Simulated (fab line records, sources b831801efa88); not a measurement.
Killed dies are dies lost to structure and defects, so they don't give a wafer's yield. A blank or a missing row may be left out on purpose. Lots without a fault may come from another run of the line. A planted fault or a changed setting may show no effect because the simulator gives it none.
One fault seen from 2 desks | flow sky130 | each desk has only its own numbers; what lay behind them comes last

THE TOOL OWNER'S DESK: hdpcvd-02
The tool's own readings at SKY_VIA3_HDPCVD_00 (deposits SiO2, target thk 1635 nm, time 272.5 s): means of the sampled wafers that have a number, for each lot that ran on this tool. A lot is out of limits, marked OUT, if its mean lies more than 4 standard deviations from the usual mean; the brackets give that distance.
Columns: A = run_length_s at SKY_VIA3_HDPCVD_00, usual 300.4 s; B = sih4_flow_sccm at SKY_VIA3_HDPCVD_00, usual 60.01 sccm
lot  | first seen here | A               | B
L924 | day 39 02:01    | 300.6           | 60.08
L925 | day 39 07:31    | 300.9           | 59.80
L928 | day 39 21:01    | 300.5           | 59.86
L927 | day 40 09:32    | 300.7           | 60.12
L929 | day 40 21:14    | 300.0           | 59.96
L932 | day 41 18:29    | 292.3 (-14) OUT | 60.26
L933 | day 42 06:49    | 292.4 (-14) OUT | 59.99
L934 | day 42 08:13    | 292.9 (-13) OUT | 60.04
This desk's finding: out of limits on L932, L933, L934; first on L932, day 41 18:29 (run_length_s at SKY_VIA3_HDPCVD_00). In limits: L924, L925, L928, L927, L929.

THE METROLOGY DESK
What the gauges read, lot by lot, whatever tool the lot ran on: means of the sampled wafers that have a number. A lot is out of limits, marked OUT, if its mean lies more than 4 standard deviations from the usual mean; the brackets give that distance.
Columns: A = VIA3_HDPCVD_THK at SKY_VIA3_THK_MEAS_01, usual 1635 nm
lot  | first seen here | A
L924 | day 39 02:11    | 1663
L925 | day 39 07:41    | 1629
L928 | day 39 21:11    | 1650
L927 | day 40 09:42    | 1623
L929 | day 40 21:25    | 1627
L932 | day 41 18:40    | 1602
L933 | day 42 06:59    | 1610
L934 | day 42 08:23    | 1622
L938 | day 42 18:47    | 1625
L941 | day 43 19:40    | 1614
L944 | day 44 08:47    | 1621
This desk's finding: nothing out of limits on any of the 11 lots.

PUT TOGETHER
The tool owner's desk could have raised an alarm at day 41 18:29, on L932, L933, L934.
The metrology desk saw nothing out of limits.
The metrology desk has L932, L933, L934 on record, within its limits.
Of the lots named, all ran SKY_VIA3_HDPCVD_00 on hdpcvd-02.

WHAT THE SIMULATOR HAD PUT IN
Process parameter drift: hdpcvd-02, from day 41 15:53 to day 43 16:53, at SKY_VIA3_HDPCVD_00. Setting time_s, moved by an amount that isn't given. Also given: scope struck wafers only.
Lots struck among those shown: L932, L933, L934.
Hours from the fault's start to each desk's first reading out of limits: the tool owner's desk, 3.
